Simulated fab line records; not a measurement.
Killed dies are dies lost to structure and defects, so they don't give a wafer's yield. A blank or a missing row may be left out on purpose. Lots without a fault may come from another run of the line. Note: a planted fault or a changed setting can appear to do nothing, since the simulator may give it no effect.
Matching of chambers -- flow sfq-line -- 4 sister chambers for SFQ_TRILAYER_I0_VIA_BARC_OPEN_VIA_ETCH_046 on rie-diel-02
The step etches BARC in O2, target depth 125 nm, time 41.7 s. 8 wafers are shown with their chamber, then 8 later ones without.

WAFERS WITH THEIR CHAMBER
wafer,chamber,drypump-motor-current-A (A),oes-product-au (a.u.)
L081.5,3,5.2,0.690
L082.4,3,5.2,0.676
L087.1,0,5.6,0.685
L089.5,2,6.3,0.683
L091.3,1,5.5,0.681
L091.4,0,5.6,0.690
L091.6,1,5.4,0.676
L096.1,2,6.3,0.686

WAFERS WITH NO CHAMBER GIVEN
wafer,drypump-motor-current-A (A),oes-product-au (a.u.)
L096.2,5.5,0.683
L096.3,5.2,0.681
L096.4,5.6,0.683
L096.5,5.5,0.685
L096.6,6.3,0.684
L097.2,5.2,0.681
L097.3,5.7,0.685
L097.6,5.7,0.682

CHAMBER TAKEN BY EACH
wafer,from the rows above,in truth
L096.2,can't be placed: 1 or 0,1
L096.3,3,3
L096.4,0,0
L096.5,can't be placed: 1 or 0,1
L096.6,2,2
L097.2,3,3
L097.3,0,0
L097.6,0,0
6 of 8 placed correctly. Can't be placed from these rows: 2 (the true chamber is among the candidates in 2). Number placed wrongly: 0.
How it was worked out, from the rows above alone: a wafer's distance from a chamber is the root of the sum, over the readings, of the square of ((its reading less the chamber's mean) divided by the reading's scatter). The wafer belongs to the nearest chamber; if the next one is less than 2 further off, it can't be placed. Each chamber's mean is taken over the wafers shown for it. The scatter: the root of (the sum of the squares of (reading less its chamber's mean) over the shown wafers, divided by (wafers less chambers)).
